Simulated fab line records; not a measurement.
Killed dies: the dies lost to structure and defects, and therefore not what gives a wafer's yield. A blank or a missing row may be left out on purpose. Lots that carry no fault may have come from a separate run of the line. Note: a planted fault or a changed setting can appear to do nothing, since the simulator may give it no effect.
Which tool did it? -- flow sky130 -- Sampling: 13 lots, 39 wafers, 3 of 708 route steps

WHAT EACH GAUGE READ, for each wafer
SKY_VT_ADJUST_HVTR_TW_MEAS_11.
lot,measured,on,VT_ADJUST_HVTR_TW
L767,day 9 23:19,film_metro-03,211.0 209.8 211.0
L769,day 10 16:15,film_metro-03,212.2 210.8 210.5
L771,day 11 06:14,film_metro-01,207.8 209.0 208.8
L772,day 11 10:49,film_metro-01,208.6 208.5 208.6
L774,day 12 02:53,film_metro-04,211.9 212.4 210.7
L776,day 12 15:44,film_metro-03,212.6 211.8 211.7
L779,day 13 13:43,film_metro-01,207.9 206.8 207.1
L778,day 13 14:51,film_metro-04,212.7 212.7 213.9
L780,day 13 23:46,film_metro-01,207.8 207.6 207.8
L784,day 15 07:16,film_metro-04,213.7 214.9 212.3
L785,day 15 15:28,film_metro-04,214.2 214.3 213.1
L787,day 16 10:04,film_metro-04,213.2 211.9 212.4
L788,day 16 15:34,film_metro-01,208.0 207.8 209.3

SKY_VT_ADJUST_PCH_OVL_MEAS_07.
lot,measured,on,VT_ADJUST_PCH_OVL (nm)
L767,day 10 21:36,overlay-02,-0.3 -1.5 -0.3
L769,day 11 14:49,overlay-01,-1.4 -2.6 -1.6
L771,day 12 06:07,overlay-02,-0.6 -0.8 0.1
L772,day 12 10:55,overlay-01,4.2 2.1 1.1
L774,day 13 02:13,overlay-01,-0.3 -2.5 -0.9
L776,day 13 16:28,overlay-02,-1.9 -1.0 -0.8
L779,day 14 16:10,overlay-01,-0.4 -1.2 -1.7
L778,day 14 17:12,overlay-02,-1.0 0.8 -2.3
L780,day 15 02:36,overlay-01,-0.8 -2.6 -2.4
L784,day 16 10:54,overlay-01,-2.0 -2.7 -2.4
L785,day 16 20:40,overlay-02,1.2 1.6 1.1
L787,day 17 15:04,overlay-01,-2.6 -3.0 -2.3
L788,day 17 21:15,overlay-01,1.3 0.5 -1.0

TOOL THAT RAN EACH LOT (tool first, then ch and the chambers of the sampled wafers, then the start)
lot,SKY_VT_ADJUST_LVTN_STRIP_20
L767,"plasma_asher-03 ch 0,1, day 8 04:47"
L769,"plasma_asher-01 ch 0,1, day 8 20:36"
L771,"plasma_asher-01 ch 0,1, day 9 09:22"
L772,"plasma_asher-04 ch 0,1, day 9 12:55"
L774,"plasma_asher-03 ch 0,1, day 10 04:17"
L776,"plasma_asher-01 ch 0,1, day 10 16:00"
L779,"plasma_asher-01 ch 0,1, day 11 12:29"
L778,"plasma_asher-01 ch 0,1, day 11 13:26"
L780,"plasma_asher-03 ch 0,1, day 11 21:47"
L784,"plasma_asher-03 ch 1, day 13 01:53"
L785,"plasma_asher-01 ch 0,1, day 13 09:15"
L787,"plasma_asher-01 ch 0, day 14 02:38"
L788,"plasma_asher-03 ch 0, day 14 07:44"
- SKY_VT_ADJUST_LVTN_STRIP_20: strips in O2/N2.

WHAT THE TOOLS THEMSELVES READ (means of the sampled wafers that have a number; where no wafer has one, the mark that the record gives instead)
SKY_VT_ADJUST_LVTN_STRIP_20.
lot,tool,drypump_motor_current_A (A),oes_product_au (a.u.),strip_time_to_endpoint_s (s)
L767,plasma_asher-03,6.4,0.713,14.15
L769,plasma_asher-01,6.0,0.716,14.20
L771,plasma_asher-01,5.4,0.714,14.15
L772,plasma_asher-04,5.4,0.714,14.16
L774,plasma_asher-03,6.4,0.715,14.20
L776,plasma_asher-01,6.0,0.713,14.14
L779,plasma_asher-01,6.0,0.712,14.15
L778,plasma_asher-01,5.4,0.718,14.14
L780,plasma_asher-03,6.4,0.713,14.17
L784,plasma_asher-03,6.6,0.714,14.17
L785,plasma_asher-01,5.5,0.715,14.18
L787,plasma_asher-01,6.5,0.715,14.18
L788,plasma_asher-03,6.0,0.713,14.14

THE ANSWER, worked out from the rows above alone
Rule: what is usual is taken from the lots themselves. Put in order of their means at a reading, lots are off if they are a third of the lots or fewer, leave a main group of 4 or more, and stand apart from it by a gap of 3 or more times the standard deviation of the main group's means; of several such gaps the widest counts. Not used: any main group whose means are identical at the precision the tables above print for the reading. Also off: a lot with no number at a reading for which 4 or more lots have one. Any other lot the step has rows for is counted as sound. First the gauges in route order, then the tools' own readings, where a lot's mean is used as printed above. At the first step where some lot is off, the reading lying furthest off is the one used; lots without a number count as furthest.
No lot is off at any reading shown: from this, nothing can be told.

WHAT THE SIMULATOR HAD PUT IN
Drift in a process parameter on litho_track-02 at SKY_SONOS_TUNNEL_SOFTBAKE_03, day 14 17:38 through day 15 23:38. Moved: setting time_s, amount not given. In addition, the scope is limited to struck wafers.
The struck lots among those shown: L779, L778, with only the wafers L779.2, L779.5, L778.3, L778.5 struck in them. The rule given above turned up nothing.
